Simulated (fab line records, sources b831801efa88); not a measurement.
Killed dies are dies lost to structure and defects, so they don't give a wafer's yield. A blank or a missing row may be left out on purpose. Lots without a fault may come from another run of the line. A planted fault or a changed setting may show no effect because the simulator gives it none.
fab line records | flow sky130
record lots=12 wafers=36 last_day=50
route steps=708 shown VT_ADJUST_LVTN@106 VT_ADJUST_PCH@150 SONOS_ONO@170 PAD_OPEN@708
lots that met no fault: from a run of the same line without faults
start_h: hours from the record's first day to the start of the lot's first wafer shown | wait_h: hours since the lot's step before | " the same as in the row above | L1.1+2: a row that stands for several wafers | - no value, or no start given | * or withheld: withheld | < > ~ a bound
route shown NAME@n: a module of which the file shows steps, and the number in the route of the first | usual: mean/standard deviation of fault-free wafers | same: alike in all rows | chamber/n: place in a boat | sites: the reading at each site | _std_site: their standard deviation | _edge_site: outer sites' mean less inner sites' | radius_mm: how far each site lies from the wafer's centre | mask NAME#n: copy n | behind: the tool/chamber that last shaped the wafer | hold: why the lot was held/for how many hours/how that ended | device: the transistor (n, p or np) that didn't switch | end of line: the same wafers' tests at the end of the route | a step without rows: its recipe alone | killed: dies lost to structure and defects at the first sort, not the wafer's yield | map: a wafer's dies, x killed, . not, _ none there
set.NAME: the setting as run; set.NAME@STEP: as run at that earlier step | model.NAME: the simulator's own value behind a step, which no gauge read
steps of the route over a sample of lots; a table a step, a row a wafer
services: from which hour (start_h, from the record's first day; less than 0 if before it) a tool's chamber was out of use, for how many hours, and why
## steps
# step SKY_VT_ADJUST_LVTN_STRIP_09
# recipe chemistry=O2/N2 power_w=1400 pressure_mtorr=1500 platen_temp_c=withheld o2_flow_sccm=3000 n2_flow_sccm=300 overash_fraction=0.5
# usual drypump_motor_current_A=5.8/0.49 oes_product_au=0.722/0.0046 strip_time_to_endpoint_s=36.88/0.092
# columns lot.wafer tool chamber start_h wait_h drypump_motor_current_A oes_product_au rf_hours_counter_h strip_time_to_endpoint_s
L504.4 plasma_asher-02 0 138.85 0.1 5.9 0.729 - 36.79
L504.5 " 0 " " 5.9 0.726 - 36.79
L504.6 " 1 " " 5.6 0.717 - 36.75
L505.1 plasma_asher-01 1 146.49 0.1 6.3 0.729 47 36.91
L505.2 " 0 " " 5.3 0.723 47 36.86
L505.3 " 0 " " 5.3 0.725 - 36.93
L509.1 plasma_asher-04 1 171.10 0.1 6.6 0.726 5 36.88
L509.2 " 0 " " 5.4 0.719 5 36.81
L509.5 " 0 " " 5.3 0.719 - 36.91
L512.3 plasma_asher-02 1 195.17 0.1 5.6 0.725 - 36.99
L512.4 " 0 " " 5.9 0.722 - 37.03
L512.6 " 0 " " 5.9 0.723 - 37.01
L513.1 plasma_asher-02 0 200.32 0.1 5.9 0.717 52 36.96
L513.5 " 1 " " 5.6 0.717 - 37.02
L513.6 " 0 " " 5.9 0.726 - 37.05
L514.2 plasma_asher-01 1 205.97 0.1 6.3 0.717 53 36.86
L514.3 " 0 " " 5.3 0.724 - 36.86
L514.4 " 1 " " 6.3 0.721 - 36.76
L515.1 plasma_asher-01 1 214.02 0.1 6.3 0.726 54 36.90
L515.4 " 0 " " 5.4 0.716 - 36.79
L515.6 " 0 " " 5.3 0.717 - 36.91
L516.2 plasma_asher-01 0 221.17 0.1 5.3 0.725 55 36.97
L516.3 " 0 " " 5.3 0.717 - 36.95
L516.6 " 1 " " 6.3 0.725 - 36.80
L517.2 plasma_asher-04 0 225.87 0.1 5.3 0.727 10 36.98
L517.3 " 1 " " 6.7 0.724 - 36.91
L517.4 " 0 " " 5.3 0.718 - 36.95
L518.2 plasma_asher-02 0 230.94 0.1 5.9 0.733 54 36.76
L518.4 " 0 " " 5.9 0.717 - 36.75
L518.5 " 1 " " 5.6 0.715 - 36.85
L525.3 plasma_asher-01 0 283.58 0.1 5.3 0.722 - 36.79
L525.5 " 1 " " 6.3 0.733 - 36.79
L525.6 " 0 " " 5.3 0.719 - 36.85
L526.1 plasma_asher-01 0 294.42 0.1 5.3 0.723 62 36.82
L526.3 " 0 " " 5.3 0.720 - 36.98
L526.5 " 1 " " 6.2 0.713 - 36.86
# step SKY_VT_ADJUST_LVTN_STRIP_20
# recipe chemistry=O2/N2 power_w=1400 pressure_mtorr=1500 platen_temp_c=withheld o2_flow_sccm=3000 n2_flow_sccm=300 overash_fraction=0.5
# usual drypump_motor_current_A=5.9/0.56 oes_product_au=0.715/0.0052 strip_time_to_endpoint_s=14.17/0.042
# columns lot.wafer tool chamber start_h wait_h drypump_motor_current_A oes_product_au rf_hours_counter_h strip_time_to_endpoint_s
L504.4 plasma_asher-01 1 158.40 0.1 6.2 0.718 - 14.13
L504.5 " 1 " " 6.2 0.719 - 14.15
L504.6 " 0 " " 5.3 0.706 - 14.18
L505.1 plasma_asher-04 1 164.89 0.1 6.6 0.716 5 14.18
L505.2 " 0 " " 5.3 0.715 5 14.16
L505.3 " 1 " " 6.6 0.722 - 14.15
L509.1 plasma_asher-04 1 192.34 0.1 6.6 0.720 7 14.26
L509.2 " 0 " " 5.4 0.710 7 14.22
L509.5 " 0 " " 5.3 0.712 - 14.22
L512.3 plasma_asher-02 0 217.93 0.1 5.9 0.705 - 14.18
L512.4 " 1 " " 5.6 0.714 - 14.18
L512.6 " 0 " " 5.8 0.722 - 14.19
L513.1 plasma_asher-01 1 222.00 0.1 6.3 0.714 55 14.09
L513.5 " 1 " " 6.3 0.708 - 14.08
L513.6 " 0 " " 5.3 0.714 - 14.11
L514.2 plasma_asher-02 0 229.22 0.1 5.9 0.713 54 14.15
L514.3 " 1 " " 5.6 0.713 - 14.13
L514.4 " 0 " " 5.9 0.713 - 14.15
L515.1 plasma_asher-04 1 236.22 0.1 6.6 0.725 11 14.16
L515.4 " 1 " " 6.6 0.706 - 14.20
L515.6 " 0 " " 5.3 0.715 - 14.18
L516.2 plasma_asher-04 1 245.17 0.1 6.6 0.712 12 14.23
L516.3 " 1 " " 6.6 0.722 - 14.25
L516.6 " 1 " " 6.6 0.714 - 14.25
L517.2 plasma_asher-04 0 248.65 0.1 5.3 0.717 13 14.15
L517.3 " 1 " " 6.6 0.711 - 14.16
L517.4 " 0 " " 5.3 0.720 - 14.16
L518.2 plasma_asher-04 1 255.10 0.1 6.6 0.720 13 14.13
L518.4 " 1 " " 6.7 0.713 - 14.14
L518.5 " 1 " " 6.6 0.709 - 14.11
L525.3 plasma_asher-01 0 308.58 0.1 5.3 0.719 - 14.21
L525.5 " 1 " " 6.3 0.711 - 14.21
L525.6 " 0 " " 5.3 0.712 - 14.19
L526.1 plasma_asher-04 0 319.69 0.1 5.3 0.713 19 14.25
L526.3 " 0 " " 5.3 0.705 - 14.20
L526.5 " 0 " " 5.3 0.717 - 14.16
# step SKY_VT_ADJUST_PCH_OVL_MEAS_07
# usual VT_ADJUST_PCH_OVL=-0.8/1.2
# columns lot.wafer tool chamber start_h wait_h VT_ADJUST_PCH_OVL[nm]
L504.4 overlay-02 - 222.02 - 0.2
L504.5 " - " " 0.4
L504.6 " - " " 0.8
L505.1 overlay-01 - 229.86 - -1.7
L505.2 " - " " 0.3
L505.3 " - " " -0.3
L509.1 overlay-01 - 261.51 - -2.3
L509.2 " - " " -2.7
L509.5 " - " " -3.3
L512.3 overlay-02 - 289.65 - -0.3
L512.4 " - " " -0.5
L512.6 " - " " -1.9
L513.1 overlay-01 - 294.86 - -1.3
L513.5 " - " " -0.2
L513.6 " - " " -0.7
L514.2 overlay-01 - 301.71 - 0.2
L514.3 " - " " -0.9
L514.4 " - " " -0.6
L515.1 overlay-02 - 311.01 - -1.2
L515.4 " - " " 0.4
L515.6 " - " " 0.4
L516.2 overlay-02 - 319.76 - -1.3
L516.3 " - " " 0.2
L516.6 " - " " 0.1
L517.2 overlay-02 - 323.61 - -0.3
L517.3 " - " " 1.7
L517.4 " - " " 0.0
L518.2 overlay-02 - 329.66 - 0.7
L518.4 " - " " -0.9
L518.5 " - " " 0.5
L525.3 overlay-01 - 386.72 - -1.3
L525.5 " - " " -2.0
L525.6 " - " " -2.8
L526.1 overlay-02 - 400.28 - -1.6
L526.3 " - " " -0.2
L526.5 " - " " -0.4
# step SKY_SONOS_ONO_CVD_02
# recipe material=Si3N4 precursor=DCS/NH3 target_thk_nm=10.5 temp_c=770 time_s=180 pressure_mtorr=250
# usual zone_power_top_pct=27.2/1.9 zone_power_upper_pct=12.29/0.25
# columns lot.wafer tool chamber start_h wait_h zone_power_top_pct zone_power_upper_pct
L504.4 lpcvd-02 0 248.63 0.5 25.3 12.10
L504.5 " 0 " " 25.1 12.03
L504.6 " 0 " " 24.7 11.92
L505.1 lpcvd-02 0 256.51 0.1 24.9 11.93
L505.2 " 0 " " 24.7 11.87
L505.3 " 0 " " 24.8 12.03
L509.1 lpcvd-02 1 296.75 0.4 29.0 12.48
L509.2 " 1 " " 29.6 12.47
L509.5 " 1 " " 28.8 12.50
L512.3 lpcvd-02 1 322.91 0.0 29.2 12.26
L512.4 " 1 " " 28.9 12.46
L512.6 " 1 " " 29.1 12.30
L513.1 lpcvd-02 0 322.91 0.1 25.2 12.19
L513.5 " 0 " " 25.1 12.13
L513.6 " 0 " " 25.1 12.15
L514.2 lpcvd-02 0 337.19 0.2 25.4 12.20
L514.3 " 0 " " 25.4 12.31
L514.4 " 0 " " 25.7 11.98
L515.1 lpcvd-02 0 349.68 0.1 25.7 11.91
L515.4 " 0 " " 25.0 12.02
L515.6 " 0 " " 25.5 11.95
L516.2 lpcvd-02 0 349.68 0.0 25.3 12.17
L516.3 " 0 " " 25.0 12.07
L516.6 " 0 " " 25.0 11.96
L517.2 lpcvd-02 1 360.23 4.1 29.5 12.46
L517.3 " 1 " " 28.9 12.57
L517.4 " 1 " " 29.2 12.36
L518.2 lpcvd-02 0 360.23 0.2 25.2 12.01
L518.4 " 0 " " 25.2 11.91
L518.5 " 0 " " 25.1 12.02
L525.3 lpcvd-02 1 421.31 1.8 28.9 12.51
L525.5 " 1 " " 28.8 12.72
L525.6 " 1 " " 29.1 12.59
L526.1 lpcvd-02 1 446.27 13.0 29.0 12.01
L526.3 " 1 " " 28.9 12.74
L526.5 " 1 " " 29.1 12.58
# step SKY_SONOS_ONO_THK_MEAS_03
# recipe reads=Si3N4_of_SONOS_ONO_CVD_02
# usual SONOS_ONO_CVD_02_THK=10.54/0.12
# columns lot.wafer tool chamber start_h wait_h SONOS_ONO_CVD_02_THK[nm]
L504.4 film_metro-04 - 249.71 0.0 10.50
L504.5 " - " " 10.38
L504.6 " - " " 10.57
L505.1 film_metro-03 - 257.56 0.0 10.67
L505.2 " - " " 10.79
L505.3 " - " " 10.72
L509.1 film_metro-03 - 297.80 0.0 10.54
L509.2 " - " " 10.54
L509.5 " - " " 10.42
L513.1 film_metro-03 - 323.96 0.0 10.55
L513.5 " - " " 10.38
L513.6 " - " " 10.34
L512.3 film_metro-04 - 323.98 0.0 10.70
L512.4 " - " " 10.52
L512.6 " - " " 10.55
L514.2 film_metro-04 - 338.25 0.0 10.67
L514.3 " - " " 10.66
L514.4 " - " " 10.51
L515.1 film_metro-01 - 350.73 0.0 10.63
L515.4 " - " " 10.56
L515.6 " - " " 10.58
L516.2 film_metro-03 - 350.74 0.0 10.52
L516.3 " - " " 10.42
L516.6 " - " " 10.40
L517.2 film_metro-03 - 361.29 0.0 10.39
L517.3 " - " " 10.49
L517.4 " - " " 10.64
L518.2 film_metro-01 - 361.29 0.0 10.56
L518.4 " - " " 10.50
L518.5 " - " " 10.64
L525.3 film_metro-03 - 422.38 0.0 9.85
L525.5 " - " " 9.83
L525.6 " - " " 9.81
L526.1 film_metro-04 - 447.32 0.0 9.84
L526.3 " - " " 9.88
L526.5 " - " " 9.84
# step SKY_PAD_OPEN_PROBE_99
# usual killed_at_M0_to_M3=42/6.4 killed_at_M4_up=3.2/1.9 killed_at_contacts=24/4.8 killed_at_front_end=16/4.4 killed_at_other=0.3/0.55 killed_dies=86/8.6 killed_open=46/6.6 killed_short=39/5.7
# same gross_dies=492 killed_at_back_side=0
# columns lot.wafer tool chamber start_h wait_h killed_at_M0_to_M3 killed_at_M4_up killed_at_contacts killed_at_front_end killed_at_other killed_dies killed_open killed_short
L505.1 prober-02 - 1084.05 0.1 38 1 25 28 0 92 48 43
L505.2 prober-02 - 1084.10 0.1 51 4 30 16 0 101 51 50
L505.3 prober-02 - 1084.15 0.2 41 2 17 20 1 81 39 40
L509.1 prober-01 - 1112.68 0.1 40 7 20 15 0 82 40 40
L509.2 prober-01 - 1112.73 0.1 50 5 31 12 0 98 51 45
L509.5 prober-01 - 1112.88 0.2 38 3 19 17 1 78 41 34
L512.3 prober-02 - 1130.80 0.2 45 2 21 16 0 84 48 35
L512.4 prober-02 - 1130.85 0.2 44 3 23 13 0 83 39 43
L512.6 prober-02 - 1130.95 0.2 41 4 22 12 0 79 41 37
L513.1 prober-01 - 1132.44 0.1 30 2 24 18 1 75 36 39
L513.5 prober-01 - 1132.64 0.2 31 1 22 23 1 78 36 40
L513.6 prober-01 - 1132.69 0.2 33 2 31 22 2 90 47 41
L514.2 prober-02 - 1143.83 0.1 41 3 21 16 0 81 35 46
L514.3 prober-02 - 1143.88 0.2 38 1 20 22 0 81 47 34
L514.4 prober-02 - 1143.93 0.2 54 5 29 12 0 100 58 42
L526.1 prober-02 - 1200.17 0.1 45 5 28 21 0 99 51 45
L526.3 prober-02 - 1200.27 0.2 43 3 29 11 0 86 44 41
L526.5 prober-02 - 1200.37 0.2 55 1 21 14 0 91 52 39
# killed by level:class
L505.1 POLY_GATE:geometric_particle:open=8 VIA1:geometric_particle:open=7 FIELD_ISO:geometric_particle:open=6 CONTACT:geometric_particle:short=6 POLY_GATE:geometric_particle:short=6 VIA1:geometric_particle:short=6 CONTACT:geometric_particle:open=6 METAL1:geometric_particle:short=6
L505.2 VIA1:geometric_particle:open=13 CONTACT:geometric_particle:open=8 METAL1:geometric_particle:short=8 VIA2:geometric_particle:open=8 FIELD_ISO:geometric_particle:short=6 VIA3:geometric_particle:open=6 METAL3:geometric_particle:short=6 LI_CONTACT:geometric_particle:open=5
L505.3 VIA1:geometric_particle:open=10 POLY_GATE:geometric_particle:short=6 CONTACT:geometric_particle:open=6 FIELD_ISO:geometric_particle:open=4 FIELD_ISO:geometric_particle:short=4 METAL3:geometric_particle:short=4 LI_CONTACT:geometric_particle:open=4 VIA1:geometric_particle:short=4
L509.1 VIA3:geometric_particle:open=9 CONTACT:geometric_particle:open=7 VIA1:geometric_particle:open=7 METAL2:geometric_particle:short=6 VIA2:geometric_particle:open=6 FIELD_ISO:geometric_particle:short=4 POLY_GATE:geometric_particle:short=4 METAL4:geometric_particle:short=4
L509.2 CONTACT:geometric_particle:open=11 VIA1:geometric_particle:open=11 LOCAL_INTERCONNECT:geometric_particle:short=10 METAL1:geometric_particle:short=10 METAL2:geometric_particle:short=9 VIA2:geometric_particle:open=7 LI_CONTACT:geometric_particle:open=5 POLY_GATE:geometric_particle:open=4
L509.5 LI_CONTACT:geometric_particle:open=8 VIA3:geometric_particle:open=6 METAL1:geometric_particle:short=5 VIA1:geometric_particle:short=5 VIA1:geometric_particle:open=5 VIA2:geometric_particle:open=5 FIELD_ISO:geometric_particle:short=4 FIELD_ISO:geometric_particle:open=4
L512.3 VIA1:geometric_particle:open=10 LI_CONTACT:geometric_particle:open=9 VIA2:geometric_particle:open=7 VIA1:geometric_particle:short=6 CONTACT:geometric_particle:open=6 FIELD_ISO:geometric_particle:short=5 FIELD_ISO:geometric_particle:open=5 METAL1:geometric_particle:short=5
L512.4 VIA1:geometric_particle:short=10 VIA2:geometric_particle:open=8 VIA1:geometric_particle:open=7 POLY_GATE:geometric_particle:open=6 LI_CONTACT:geometric_particle:open=6 VIA3:geometric_particle:open=6 METAL1:geometric_particle:short=5 LOCAL_INTERCONNECT:geometric_particle:short=5
L512.6 VIA3:geometric_particle:open=9 VIA1:geometric_particle:open=9 CONTACT:geometric_particle:short=6 CONTACT:geometric_particle:open=5 METAL1:geometric_particle:short=5 METAL2:geometric_particle:short=5 METAL3:geometric_particle:short=4 LI_CONTACT:geometric_particle:short=3
L513.1 CONTACT:geometric_particle:open=9 LI_CONTACT:geometric_particle:open=6 FIELD_ISO:geometric_particle:short=5 VIA3:geometric_particle:open=5 POLY_GATE:geometric_particle:short=4 VIA2:geometric_particle:open=4 METAL2:geometric_particle:short=4 METAL3:geometric_particle:short=4
L513.5 FIELD_ISO:geometric_particle:open=7 CONTACT:geometric_particle:open=7 VIA2:geometric_particle:short=6 FIELD_ISO:geometric_particle:short=5 VIA1:geometric_particle:open=5 LI_CONTACT:geometric_particle:open=4 LOCAL_INTERCONNECT:geometric_particle:short=4 CONTACT:geometric_particle:short=4
L513.6 CONTACT:geometric_particle:open=13 METAL2:geometric_particle:short=8 VIA1:geometric_particle:open=8 FIELD_ISO:geometric_particle:open=6 LI_CONTACT:geometric_particle:open=6 CONTACT:geometric_particle:short=5 METAL1:geometric_particle:short=5 FIELD_ISO:geometric_particle:short=4
L514.2 VIA1:geometric_particle:short=7 CONTACT:geometric_particle:open=6 METAL1:geometric_particle:short=6 VIA3:geometric_particle:short=6 POLY_GATE:geometric_particle:short=5 LI_CONTACT:geometric_particle:short=5 LOCAL_INTERCONNECT:geometric_particle:short=5 FIELD_ISO:geometric_particle:open=4
L514.3 VIA1:geometric_particle:open=12 CONTACT:geometric_particle:open=9 FIELD_ISO:geometric_particle:short=6 METAL1:geometric_particle:short=6 LI_CONTACT:geometric_particle:open=6 POLY_GATE:geometric_particle:open=5 METAL2:geometric_particle:short=5 METAL3:geometric_particle:short=5
L514.4 VIA1:geometric_particle:open=13 CONTACT:geometric_particle:open=12 VIA2:geometric_particle:open=11 METAL2:geometric_particle:short=8 LI_CONTACT:geometric_particle:open=7 VIA3:geometric_particle:open=7 METAL1:geometric_particle:short=6 CONTACT:geometric_particle:short=5
L526.1 CONTACT:geometric_particle:open=11 VIA1:geometric_particle:open=10 LI_CONTACT:geometric_particle:open=8 VIA2:geometric_particle:open=8 FIELD_ISO:geometric_particle:short=6 METAL1:geometric_particle:short=6 METAL2:geometric_particle:short=5 FIELD_ISO:geometric_particle:open=4
L526.3 LI_CONTACT:geometric_particle:open=12 VIA1:geometric_particle:open=9 METAL2:geometric_particle:short=7 METAL1:geometric_particle:short=5 CONTACT:geometric_particle:open=5 VIA1:geometric_particle:short=5 VIA3:geometric_particle:short=5 LI_CONTACT:geometric_particle:short=4
L526.5 CONTACT:geometric_particle:open=11 VIA2:geometric_particle:open=10 METAL2:geometric_particle:short=8 VIA1:geometric_particle:open=7 VIA3:geometric_particle:open=7 FIELD_ISO:geometric_particle:short=5 METAL2:geometric_particle:open=5 LI_CONTACT:geometric_particle:open=5
## services
# columns tool chamber start_h hours kind
plasma_asher-04 0 117.75 - clean
plasma_asher-04 1 117.75 - clean
plasma_asher-02 - 133.16 0.7 repair
plasma_asher-02 - 151.67 4.7 repair
plasma_asher-01 - 172.26 2.8 pm
plasma_asher-04 - 203.41 2.8 pm
plasma_asher-02 - 235.35 4.8 repair
plasma_asher-02 - 268.72 4.8 repair
plasma_asher-04 - 304.82 4.3 pm
plasma_asher-01 - 421.25 9.0 pm
plasma_asher-01 0 421.25 9.0 vent_cycle
plasma_asher-01 1 421.25 9.0 vent_cycle
lpcvd-02 - 427.83 14.1 repair
plasma_asher-01 - 430.25 28.1 pm
plasma_asher-01 0 430.25 - clean
plasma_asher-01 1 430.25 - clean
## key
first_sign step=SKY_SONOS_ONO_THK_MEAS_03 reading=SONOS_ONO_CVD_02_THK direction=down sigmas=5.9 usual=10.54 struck=9.84
effect none on later readings
met_at SKY_SONOS_ONO_CVD_02
struck_lots L525,L526
tester_left_out L525,L526
not_acting_at SKY_VT_ADJUST_LVTN_STRIP_09,SKY_VT_ADJUST_LVTN_STRIP_20,SKY_VT_ADJUST_PCH_OVL_MEAS_07
onset_between 360.23 421.31
also_fits time
fault kind=process_parameter_drift tool=lpcvd-02 chamber=- onset_h=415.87 steps=SKY_SONOS_ONO_CVD_02 channel=time_s offset=* shape=step end_h=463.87 acts_in=* stated=*
# tester_left_out: of these lots the tester's yield and bins aren't shown, on N5 and GAA mostly nor the transistor test; their killed dies are dies lost to structure and defects alone, not to doping, threshold or leakage, so they don't give the yield
